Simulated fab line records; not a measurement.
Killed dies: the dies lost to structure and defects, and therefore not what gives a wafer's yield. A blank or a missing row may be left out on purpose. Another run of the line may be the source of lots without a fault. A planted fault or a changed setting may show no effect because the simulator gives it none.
2 desks, one fault | flow sky130 | what lay behind the numbers comes last; until then each desk has only its own

== TOOL OWNER'S DESK, implanter-03 ==
The tool's own readings at SKY_LDD_N_IMPLANT_09, given as means over the sampled wafers that have a number, one for each lot that went through this tool. A lot is out of limits, marked OUT, if its mean lies more than 4 standard deviations from the usual mean; the brackets give that distance.
Columns: A = dose_ions_cm2 at SKY_LDD_N_IMPLANT_09, usual 7.501e+13; B = faraday_current_uA at SKY_LDD_N_IMPLANT_09, usual 421
lot  | first seen here | A                           | B
L492 | day 17 22:51    | 7.503e+13                   | 416
L495 | day 19 20:22    | 7.496e+13                   | 423
L498 | day 20 19:38    | 7.495e+13                   | 414
L499 | day 20 23:56    | 7.497e+13                   | 418
L500 | day 21 06:31    | 7.504e+13                   | 418
L507 | day 23 16:12    | 6.669e+13 (-99 or more) OUT | 378 (-4.9) OUT
L508 | day 24 04:52    | 6.661e+13 (-99 or more) OUT | 371 (-5.6) OUT
L509 | day 24 07:33    | 6.660e+13 (-99 or more) OUT | 373 (-5.5) OUT
This desk's verdict: out of limits on L507, L508, L509, starting with L507 at day 23 16:12 (dose_ions_cm2 at SKY_LDD_N_IMPLANT_09). Within limits: L492, L495, L498, L499, L500.

== METROLOGY DESK ==
Lot by lot, what the gauges showed, no matter which tool ran the lot: averages of those sampled wafers that carry a number. A lot is out of limits, marked OUT, if its mean lies more than 4 standard deviations from the usual mean; the brackets give that distance.
Columns: A = cd_nm at SKY_FIELD_ISO_CD_MEAS_13, usual 149.8 nm; B = cd_nm at SKY_LDD_P_CD_MEAS_07, usual 380.8 nm; C = SD_P_OVL at SKY_SD_P_OVL_MEAS_08, usual 0.4 nm
lot  | first seen here | A     | B     | C
L491 | day 2 04:19     | 150.8 | 381.8 | 2.4
L492 | day 2 10:43     | 151.8 | 379.6 | -0.3
L493 | day 2 16:07     | 150.5 | 377.8 | 2.4
L495 | day 3 02:31     | 150.1 | 381.6 | -0.6
L496 | day 3 06:25     | 147.2 | 380.2 | -0.8
L498 | day 3 18:13     | 151.3 | 383.5 | 2.0
L499 | day 3 23:34     | 151.2 | 381.3 | -1.2
L500 | day 4 04:38     | 150.0 | 380.1 | 1.5
L507 | day 5 16:01     | 149.3 | 382.1 | 0.7
L508 | day 5 21:21     | 150.6 | 379.1 | -1.5
L509 | day 6 02:18     | 152.4 | 379.8 | -3.0
L511 | day 6 12:43     | 148.4 | 382.1 | 0.0
L512 | day 6 18:55     | 151.4 | 379.6 | -0.3
L514 | day 7 05:22     | 149.3 | 381.6 | 1.3
This desk's verdict: no lot among the 14 shows anything out of limits.

== TAKEN TOGETHER ==
An alarm could have come from the tool owner's desk at day 23 16:12, on L507, L508, L509.
Nothing out of limits was seen by the metrology desk.
The metrology desk holds a record of L507, L508, L509, inside its limits.
SKY_LDD_N_IMPLANT_09 was run on implanter-03 by each of the lots named.

== WHAT THE SIMULATOR HAD INSERTED ==
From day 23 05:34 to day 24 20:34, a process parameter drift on implanter-03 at SKY_LDD_N_IMPLANT_09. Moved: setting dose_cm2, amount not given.
Struck lots among those shown: L507, L508, L509.
How many hours passed from the start of the fault until each desk's first out-of-limits reading: the tool owner's desk, 11.
